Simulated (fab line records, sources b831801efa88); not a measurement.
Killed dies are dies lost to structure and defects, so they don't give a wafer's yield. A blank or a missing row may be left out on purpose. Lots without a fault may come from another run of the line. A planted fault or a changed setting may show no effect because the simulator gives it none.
fab line records | flow sfq_line
record lots=6 wafers=18 last_day=91
route steps=325 shown I0@47 M1@58 I1@73 M2@88 M8@325
lots that met no fault: from a run of the same line without faults
start_h: hours from the record's first day to the start of the lot's first wafer shown | wait_h: hours since the lot's step before | " the same as in the row above | L1.1+2: a row that stands for several wafers | - no value, or no start given | * or withheld: withheld | < > ~ a bound
route shown NAME@n: a module of which the file shows steps, and the number in the route of the first | usual: mean/standard deviation of fault-free wafers | same: alike in all rows | chamber/n: place in a boat | sites: the reading at each site | _std_site: their standard deviation | _edge_site: outer sites' mean less inner sites' | radius_mm: how far each site lies from the wafer's centre | mask NAME#n: copy n | behind: the tool/chamber that last shaped the wafer | hold: why the lot was held/for how many hours/how that ended | device: the transistor (n, p or np) that didn't switch | end of line: the same wafers' tests at the end of the route | a step without rows: its recipe alone | killed: dies lost to structure and defects at the first sort, not the wafer's yield | map: a wafer's dies, x killed, . not, _ none there
set.NAME: the setting as run; set.NAME@STEP: as run at that earlier step | model.NAME: the simulator's own value behind a step, which no gauge read
lots at some steps of the route; a table a step, a row a wafer
services: from which hour (start_h, from the record's first day; less than 0 if before it) a tool's chamber was out of use, for how many hours, and why
## steps
# step SFQ_TRILAYER_I0_VIA_LITHO_COAT_036
# recipe resist=BARC spin_rpm=3000 resist_thk_nm=62
# step SFQ_TRILAYER_I0_VIA_LITHO_COAT_031
# recipe resist=KrF spin_rpm=3000 resist_thk_nm=650
# step SFQ_TRILAYER_I0_VIA_LITHO_SOFTBAKE_035
# recipe temp_c=withheld time_s=withheld resist=KrF
# step SFQ_TRILAYER_I0_VIA_LITHO_EXPOSE_032
# recipe mask_id=I0 na=0.6 source_shape=conventional sigma_outer=0.65 target_cd_nm=500 dose_mj=21.5
# step SFQ_TRILAYER_I0_VIA_LITHO_PEB_034
# recipe peb_temp_c=115 peb_time_s=60 resist=KrF
# step SFQ_TRILAYER_I0_VIA_LITHO_DEVELOP_033
# recipe time_s=60 resist=KrF
# step SFQ_I0_OVL_MEAS_908
# usual I0_OVL=1/5.7
# columns lot.wafer tool chamber start_h wait_h I0_OVL[nm]
L777.1 overlay-01 - 453.25 0.1 12
L777.3 " - " " 3
L777.6 " - " " 2
L779.2 overlay-01 - 476.18 0.1 -2
L779.3 " - " " 7
L779.5 " - " " 7
L797.1 overlay-02 - 617.38 0.1 -2
L797.3 " - " " -7
L797.5 " - " " -10
L798.1 overlay-02 - 623.51 0.1 -1
L798.5 " - " " 0
L798.6 " - " " -5
L799.2 overlay-01 - 651.11 0.1 0
L799.3 " - " " 0
L799.4 " - " " -2
L800.1 overlay-01 - 658.31 0.1 2
L800.4 " - " " 4
L800.6 " - " " 3
# step SFQ_TRILAYER_I0_VIA_BARC_OPEN_VIA_ETCH_046
# recipe mask_material=PR chemistry=O2 target_depth_nm=125 target=BARC source_w=500 bias_w=80 pressure_mtorr=30 time_s=41.7
# usual drypump_motor_current_A=5.7/0.58 oes_product_au=0.685/0.0049
# columns lot.wafer tool chamber start_h wait_h drypump_motor_current_A oes_product_au rf_hours_counter_h
L777.1 rie_diel-02 0 453.28 0.0 6.0 0.678 66
L777.3 " 2 " " 4.7 0.676 46
L777.6 " 1 " " 6.0 0.685 -
L779.2 rie_diel-02 2 476.21 0.0 4.7 0.685 46
L779.3 " 1 " " 6.0 0.683 55
L779.5 " 2 " " 4.7 0.682 -
L797.1 rie_diel-02 0 617.42 0.0 5.9 0.681 68
L797.3 " 2 " " 4.7 0.679 48
L797.5 " 2 " " 4.7 0.683 -
L798.1 rie_diel-03 1 623.54 0.0 4.9 0.691 3
L798.5 " 1 " " 4.9 0.685 -
L798.6 " 2 " " 5.7 0.681 -
L799.2 rie_diel-02 1 651.14 0.0 6.1 0.689 58
L799.3 " 0 " " 5.9 0.686 69
L799.4 " 3 " " 6.2 0.682 7
L800.1 rie_diel-02 3 658.34 0.0 6.2 0.690 7
L800.4 " 0 " " 5.9 0.688 69
L800.6 " 2 " " 4.7 0.689 -
# step SFQ_TRILAYER_I0_VIA_ETCH_VIA_ETCH_034
# recipe target=SiO2 stop_on=Nb mask_material=PR taper_deg=20 chemistry=CHF3 target_depth_nm=260 source_w=500 bias_w=80 pressure_mtorr=30 time_s=withheld
# step SFQ_TRILAYER_I0_VIA_STRIP_STRIP_035
# recipe gas=O2 power_w=200 platen_temp_c=40 overash_fraction=0.65 chemistry=O2 pressure_mtorr=50
# step SFQ_TRILAYER_I0_VIA_STRIP_SOLV_CLEAN_036
# recipe chemistry=NMP temp_c=70 time_s=600
# step SFQ_TRILAYER_M1_DEP_PRE_CLEAN_038
# recipe gas=Ar time_s=22.5 bias_v=250
# step SFQ_TRILAYER_M1_DEP_SPUTTER_037
# recipe material=Nb base_pressure_pa=1.33e-06 chamber_pressure_pa=0.1333 substrate_temp_c=20 resputter_cathode_voltage_v=400 target_thk_nm=200 power_w=2000 time_s=133.3
# usual throttle_valve_pct=30.3/1.1
# columns lot.wafer tool chamber start_h wait_h throttle_valve_pct model.Nb_of_TRILAYER_M1_DEP_SPUTTER_037.thk_nm
L777.1 pvd_sputter-05 - 454.84 0.0 32.2 201
L777.3 " - " " 31.7 198.8
L777.6 " - " " 31.8 199.6
L779.2 pvd_sputter-04 - 477.17 0.0 29.5 195.2
L779.3 " - " " 28.1 196.6
L779.5 " - " " 30.5 197
L797.1 pvd_sputter-04 - 618.58 0.0 31.2 200.7
L797.3 " - " " 29.3 199.1
L797.5 " - " " 30.7 200.7
L798.1 pvd_sputter-05 - 625.62 1.1 31.6 175.6
L798.5 " - " " 31.6 175.1
L798.6 " - " " 31.7 176.4
L799.2 pvd_sputter-05 - 652.10 0.0 31.1 172.7
L799.3 " - " " 29.7 171.7
L799.4 " - " " 31.8 173.4
L800.1 pvd_sputter-04 - 659.30 0.0 31.0 199.8
L800.4 " - " " 27.8 199
L800.6 " - " " 28.2 197.2
# step SFQ_M1_RS_MEAS_909
# recipe thk_meas_gauge=four-point-probe reads=Nb_of_TRILAYER_M1_DEP_SPUTTER_037
# usual M1_NB_RS=0.890/0.012
# columns lot.wafer tool chamber start_h wait_h M1_NB_RS[ohm/sq]
L777.1 film_metro-03 - 454.93 0.0 0.883
L777.3 " - " " 0.894
L777.6 " - " " 0.892
L779.2 film_metro-02 - 477.28 0.1 0.912
L779.3 " - " " 0.903
L779.5 " - " " 0.901
L797.1 film_metro-03 - 618.67 0.0 0.886
L797.3 " - " " 0.892
L797.5 " - " " 0.887
L798.1 film_metro-01 - 625.71 0.0 1.016
L798.5 " - " " 1.016
L798.6 " - " " 1.011
L799.2 film_metro-01 - 652.21 0.1 1.032
L799.3 " - " " 1.039
L799.4 " - " " 1.028
L800.1 film_metro-01 - 659.39 0.0 0.892
L800.4 " - " " 0.894
L800.6 " - " " 0.899
# step SFQ_TRILAYER_M1_LITHO_COAT_044
# recipe resist=BARC spin_rpm=3000 resist_thk_nm=62
# step SFQ_TRILAYER_M1_LITHO_COAT_039
# recipe resist=KrF spin_rpm=3000 resist_thk_nm=600
# step SFQ_TRILAYER_M1_LITHO_SOFTBAKE_043
# recipe temp_c=withheld time_s=withheld resist=KrF
# step SFQ_TRILAYER_M1_LITHO_EXPOSE_040
# recipe mask_id=M1 na=0.6 source_shape=conventional sigma_outer=0.65 target_cd_nm=500 dose_mj=14.4
# step SFQ_TRILAYER_M1_LITHO_PEB_042
# recipe peb_temp_c=115 peb_time_s=60 resist=KrF
# step SFQ_TRILAYER_M1_LITHO_DEVELOP_041
# recipe time_s=60 resist=KrF
# step SFQ_M1_OVL_MEAS_911
# usual M1_OVL=-3/6.7
# columns lot.wafer tool chamber start_h wait_h M1_OVL[nm]
L777.1 overlay-01 - 604.18 0.1 0
L777.3 " - " " -3
L777.6 " - " " 2
L779.2 overlay-01 - 619.79 0.1 -18
L779.3 " - " " -16
L779.5 " - " " -14
L797.1 overlay-02 - 760.46 0.1 -4
L797.3 " - " " -1
L797.5 " - " " -1
L798.1 overlay-01 - 766.46 0.1 -1
L798.5 " - " " 3
L798.6 " - " " -2
L799.2 overlay-01 - 787.98 0.1 0
L799.3 " - " " -3
L799.4 " - " " -3
L800.1 overlay-01 - 802.50 0.1 2
L800.4 " - " " -1
L800.6 " - " " -2
# step SFQ_TRILAYER_M1_BARC_OPEN_METAL_ETCH_054
# recipe mask_material=PR chemistry=O2 target_depth_nm=125 target=BARC icp_w=600 bias_w=80 pressure_mtorr=10 time_s=41.7
# usual drypump_motor_current_A=6.0/0.49 oes_product_au=0.686/0.0045
# columns lot.wafer tool chamber start_h wait_h drypump_motor_current_A oes_product_au rf_hours_counter_h
L777.1 rie_metal-04 0 604.22 0.0 6.2 0.691 83
L777.3 " 0 " " 6.2 0.686 -
L777.6 " 1 " " 6.2 0.684 -
L779.2 rie_metal-02 0 619.82 0.0 6.3 0.683 121
L779.3 " 1 " " 5.1 0.689 -
L779.5 " 0 " " 6.3 0.693 -
L797.1 rie_metal-04 1 760.50 0.0 6.2 0.688 46
L797.3 " 1 " " 6.2 0.684 -
L797.5 " 1 " " 6.2 0.687 -
L798.1 rie_metal-04 0 766.50 0.0 6.2 0.683 105
L798.5 " 1 " " 6.2 0.689 -
L798.6 " 0 " " 6.1 0.685 -
L799.2 rie_metal-01 0 788.01 0.0 5.5 0.689 43
L799.3 " 1 " " 6.6 0.693 -
L799.4 " 0 " " 5.5 0.696 -
L800.1 rie_metal-02 1 802.54 0.0 5.1 0.687 76
L800.4 " 1 " " 5.1 0.685 -
L800.6 " 1 " " 5.1 0.680 -
# step SFQ_TRILAYER_M1_ETCH_METAL_ETCH_042
# recipe target=Nb stop_on=SiO2 mask_material=PR chemistry=Cl2/Ar target_depth_nm=240 icp_w=616.5 bias_w=80 pressure_mtorr=10 time_s=120
# usual drypump_motor_current_A=6.0/0.49 oes_product_au=0.894/0.0085
# columns lot.wafer tool chamber start_h wait_h drypump_motor_current_A oes_product_au rf_hours_counter_h
L777.1 rie_metal-04 0 604.28 0.0 6.2 0.896 83
L777.3 " 0 " " 6.2 0.891 -
L777.6 " 1 " " 6.2 0.897 -
L779.2 rie_metal-02 0 619.88 0.0 6.3 0.887 121
L779.3 " 1 " " 5.1 0.880 -
L779.5 " 0 " " 6.3 0.894 -
L797.1 rie_metal-04 1 760.55 0.0 6.2 0.895 46
L797.3 " 1 " " 6.2 0.888 -
L797.5 " 1 " " 6.2 0.903 -
L798.1 rie_metal-04 0 766.55 0.0 6.2 0.831 105
L798.5 " 1 " " 6.2 0.831 -
L798.6 " 0 " " 6.2 0.828 -
L799.2 rie_metal-01 0 788.07 0.0 5.5 0.818 43
L799.3 " 1 " " 6.5 0.814 -
L799.4 " 0 " " 5.5 0.829 -
L800.1 rie_metal-02 1 802.66 0.1 5.1 0.888 76
L800.4 " 1 " " 5.1 0.879 -
L800.6 " 1 " " 5.1 0.890 -
# step SFQ_TRILAYER_M1_STRIP_STRIP_043
# recipe gas=O2 power_w=200 platen_temp_c=40 overash_fraction=0.65 chemistry=O2 pressure_mtorr=50
# step SFQ_TRILAYER_M1_STRIP_SOLV_CLEAN_044
# recipe chemistry=NMP temp_c=70 time_s=600
# step SFQ_TRILAYER_I1_DEP_PECVD_045
# recipe material=SiO2 temp_c=150 time_s=111.11 pressure_torr=2.4 rf_w=183.3 precursor=SiH4/N2O target_thk_nm=500
# usual heater_power_w=82/9.8 throttle_valve_pct=24.3/1.2
# columns lot.wafer tool chamber start_h wait_h heater_power_w throttle_valve_pct
L777.1 pecvd-03 2 605.18 0.0 87 23.0
L777.3 " 1 " " 81 25.1
L777.6 " 2 " " 92 22.8
L779.2 pecvd-04 0 620.79 0.0 71 23.6
L779.3 " 2 " " 93 23.1
L779.5 " 1 " " 82 22.8
L797.1 pecvd-01 0 761.47 0.0 96 26.7
L797.3 " 2 " " 74 26.0
L797.5 " 1 " " 90 24.8
L798.1 pecvd-04 0 767.47 0.0 67 24.1
L798.5 " 0 " " 71 24.1
L798.6 " 2 " " 91 23.3
L799.2 pecvd-04 0 788.97 0.0 64 24.3
L799.3 " 0 " " 66 24.4
L799.4 " 1 " " 83 24.0
L800.1 pecvd-01 0 804.28 0.0 95 26.4
L800.4 " 1 " " 95 24.9
L800.6 " 0 " " 99 26.4
# step SFQ_TRILAYER_I1_CMP_CMP_046
# recipe material=SiO2 down_force_psi=3 platen_rpm=60 pad_velocity_m_s=0.94248
# usual motor_current_A=10.8/0.94 time_to_endpoint_s=218/7.8
# columns lot.wafer tool chamber start_h wait_h motor_current_A time_to_endpoint_s
L777.3 cmp-01 3 610.85 5.6 12.4 216
L777.1 " 2 612.35 7.1 8.9 213
L777.6 " 3 " " 12.0 214
L779.3 cmp-02 1 629.72 8.9 9.6 207
L779.2 " 0 631.22 10.4 11.6 213
L779.5 " 2 632.22 11.3 10.9 222
L797.1 cmp-01 3 768.52 7.0 12.5 203
L797.3 " 1 769.52 8.0 9.9 208
L797.5 " 0 771.02 9.5 11.3 223
L798.1 cmp-02 2 772.31 4.8 11.2 215
L798.6 " 1 773.81 6.3 9.9 225
L798.5 " 2 " " 11.2 224
L799.4 cmp-01 0 795.52 6.5 11.3 229
L799.3 " 2 796.52 7.5 8.8 225
L799.2 " 3 " " 12.5 212
L800.4 cmp-02 1 811.60 7.2 9.9 222
L800.1 " 2 " " 10.9 216
L800.6 " 0 813.10 8.7 11.7 225
# step SFQ_I1_BOW_MEAS_912
# recipe mode=bow
# usual I1_BOW=2/7
# columns lot.wafer tool chamber start_h wait_h I1_BOW[um]
L777.1 film_metro-02 - 613.85 1.0 5
L777.3 " - " " -4
L777.6 " - " " -11
L779.2 film_metro-03 - 632.74 1.0 2
L779.3 " - " " -3
L779.5 " - " " 1
L797.1 film_metro-04 - 771.52 2.5 0
L797.3 " - " " 6
L797.5 " - " " 3
L798.1 film_metro-02 - 774.81 2.0 -6
L798.5 " - " " -5
L798.6 " - " " 2
L799.2 film_metro-04 - 798.54 1.0 3
L799.3 " - " " -1
L799.4 " - " " 4
L800.1 film_metro-03 - 813.60 1.0 0
L800.4 " - " " 8
L800.6 " - " " 13
# step SFQ_TRILAYER_I1_METRO_MEASURE_047
# step SFQ_TRILAYER_I1_VIA_LITHO_COAT_054
# recipe resist=BARC spin_rpm=3000 resist_thk_nm=62
# step SFQ_TRILAYER_I1_VIA_LITHO_COAT_049
# recipe resist=KrF spin_rpm=3000 resist_thk_nm=650
# step SFQ_TRILAYER_I1_VIA_LITHO_SOFTBAKE_053
# recipe temp_c=withheld time_s=withheld resist=KrF
# step SFQ_TRILAYER_I1_VIA_LITHO_EXPOSE_050
# recipe mask_id=I1 na=0.6 source_shape=conventional sigma_outer=0.65 target_cd_nm=500 dose_mj=21.3
# step SFQ_TRILAYER_I1_VIA_LITHO_PEB_052
# recipe peb_temp_c=115 peb_time_s=60 resist=KrF
# step SFQ_TRILAYER_I1_VIA_LITHO_DEVELOP_051
# recipe time_s=60 resist=KrF
# step SFQ_I1_OVL_MEAS_913
# usual I1_OVL=0/5.7
# columns lot.wafer tool chamber start_h wait_h I1_OVL[nm]
L777.1 overlay-01 - 617.42 0.1 -3
L777.3 " - " " -3
L777.6 " - " " -8
L779.2 overlay-02 - 636.37 0.1 3
L779.3 " - " " 2
L779.5 " - " " -4
L797.1 overlay-01 - 775.09 0.1 1
L797.3 " - " " -2
L797.5 " - " " 0
L798.1 overlay-02 - 778.38 0.1 -4
L798.5 " - " " -8
L798.6 " - " " -1
L799.2 overlay-02 - 807.61 0.1 -4
L799.3 " - " " 0
L799.4 " - " " 0
L800.1 overlay-01 - 817.95 0.1 -1
L800.4 " - " " -11
L800.6 " - " " -2
# step SFQ_TRILAYER_I1_VIA_BARC_OPEN_VIA_ETCH_071
# recipe mask_material=PR chemistry=O2 target_depth_nm=125 target=BARC source_w=500 bias_w=80 pressure_mtorr=30 time_s=41.7
# step SFQ_TRILAYER_I1_VIA_ETCH_VIA_ETCH_052
# recipe target=SiO2 stop_on=Nb mask_material=PR taper_deg=20 chemistry=CHF3 target_depth_nm=260 source_w=500 bias_w=80 pressure_mtorr=30 time_s=withheld
# step SFQ_TRILAYER_I1_VIA_STRIP_STRIP_053
# recipe gas=O2 power_w=200 platen_temp_c=40 overash_fraction=0.65 chemistry=O2 pressure_mtorr=50
# usual drypump_motor_current_A=5.7/0.54 oes_product_au=0.997/0.0085
# columns lot.wafer tool chamber start_h wait_h drypump_motor_current_A oes_product_au rf_hours_counter_h
L777.1 rie_metal-02 0 617.61 - 6.3 0.989 120
L777.3 " 0 " " 6.3 0.994 -
L777.6 " 0 " " 6.3 0.994 -
L779.2 rie_metal-02 1 636.55 - 5.1 1.021 54
L779.3 " 1 " " 5.1 1.005 -
L779.5 " 1 " " 5.1 1.011 -
L797.1 rie_metal-03 0 775.28 - 5.5 0.988 71
L797.3 " 1 " " 5.3 1.001 -
L797.5 " 0 " " 5.5 0.984 -
L798.1 rie_metal-01 1 778.57 - 6.6 0.994 88
L798.5 " 1 " " 6.6 0.997 -
L798.6 " 0 " " 5.5 1.007 -
L799.2 rie_metal-02 1 807.99 - 5.0 1.008 -
L799.3 " 1 " " 5.1 1.001 -
L799.4 " 1 " " 5.1 1.008 -
L800.1 rie_metal-03 1 818.14 - 5.2 1.006 53
L800.4 " 0 " " 5.5 1.010 -
L800.6 " 0 " " 5.4 0.999 -
# step SFQ_TRILAYER_I1_VIA_STRIP_SOLV_CLEAN_054
# recipe chemistry=NMP temp_c=70 time_s=600
# step SFQ_TRILAYER_M2_DEP_PRE_CLEAN_056
# recipe gas=Ar time_s=22.5 bias_v=250
# step SFQ_M8_BOW_MEAS_951
# recipe mode=bow
# usual M8_BOW=6/11
# columns lot.wafer tool chamber start_h wait_h M8_BOW[um] model.etest.m1.ohm_um model.etest.i0.link_ohm model.etest.m1.ohm_sq model.etest.i1.link_ohm
L777.1 film_metro-04 - 1929.70 0.0 2 1.767 1.957 0.8842 1.979
L777.3 " - " " -8 1.788 1.963 0.8942 1.98
L777.6 " - " " -15 1.78 1.955 0.8906 1.967
L779.2 film_metro-02 - 1936.77 0.0 6 1.824 1.986 0.9106 1.985
L779.3 " - " " 2 1.802 1.988 0.9041 1.988
L779.5 " - " " 6 1.813 1.982 0.9022 1.98
L797.1 film_metro-04 - 2176.93 0.0 2 1.771 1.963 0.8859 1.964
L797.3 " - " " 9 1.786 1.977 0.893 1.954
L797.5 " - " " 5 1.778 1.962 0.8857 1.959
L798.1 film_metro-04 - 2181.79 0.0 -3 2.044 2.111 1.012 2.083
L798.5 " - " " -3 2.043 2.124 1.015 2.107
L798.6 " - " " 4 2.037 2.113 1.008 2.079
L799.2 film_metro-01 - 2184.17 0.0 17 2.058 2.143 1.029 2.133
L799.3 " - " " 14 2.071 2.148 1.035 2.131
L799.4 " - " " 19 2.049 2.135 1.025 2.116
L800.1 film_metro-02 - 2185.39 0.0 16 1.782 1.96 0.8899 1.98
L800.4 " - " " 23 1.786 1.977 0.8935 1.992
L800.6 " - " " 29 1.806 1.973 0.9015 2.004
## services
# columns tool chamber start_h hours kind
pecvd-04 2 434.92 2.0 repair
rie_metal-04 - 438.10 2.8 pm
pecvd-04 - 461.08 0.3 repair
pvd_sputter-05 - 466.21 2.4 repair
rie_diel-02 3 474.47 21.5 repair
rie_metal-02 - 474.70 2.8 pm
rie_diel-02 2 483.02 10.2 repair
cmp-02 - 485.74 6.2 pm
rie_diel-02 0 493.17 5.6 repair
pvd_sputter-05 - 510.98 2.3 repair
cmp-01 - 547.62 5.2 pm
pecvd-04 - 563.75 14.0 pm
rie_diel-02 1 565.58 8.2 repair
rie_metal-04 - 599.17 0.8 repair
rie_metal-04 - 602.17 0.3 repair
rie_diel-02 1 619.74 2.7 repair
rie_diel-02 2 640.45 3.3 repair
rie_metal-02 - 641.13 10.0 pm
rie_metal-04 0 667.27 3.8 repair
rie_metal-04 - 673.15 1.4 pm
rie_diel-02 - 771.90 1.0 repair
rie_metal-04 - 789.94 2.1 repair
rie_diel-02 1 801.67 6.1 repair
rie_diel-02 3 804.55 1.4 repair
## key
first_sign step=SFQ_M1_RS_MEAS_909 reading=M1_NB_RS direction=up sigmas=11 usual=0.890 struck=1.024
effect step=SFQ_TRILAYER_M1_ETCH_METAL_ETCH_042 reading=oes_product_au direction=down sigmas=8.1 usual=0.894 struck=0.825
model_effect step=SFQ_TRILAYER_M1_DEP_SPUTTER_037 value=Nb_of_TRILAYER_M1_DEP_SPUTTER_037.thk_nm without=196.7 struck=174.2
model_effect step=SFQ_M8_BOW_MEAS_951 value=etest.m1.ohm_um without=1.815 struck=2.05
met_at SFQ_TRILAYER_M1_DEP_SPUTTER_037
struck_wafers L798.1,L798.5,L798.6,L799.2,L799.3,L799.4
onset_between 454.84 625.62
fault kind=process_parameter_drift tool=pvd_sputter-05 chamber=- onset_h=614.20 steps=SFQ_TRILAYER_M1_DEP_SPUTTER_037 channel=target_thk_nm offset=-22.553 shape=step end_h=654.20 acts_in=these_recipes_only stated=200
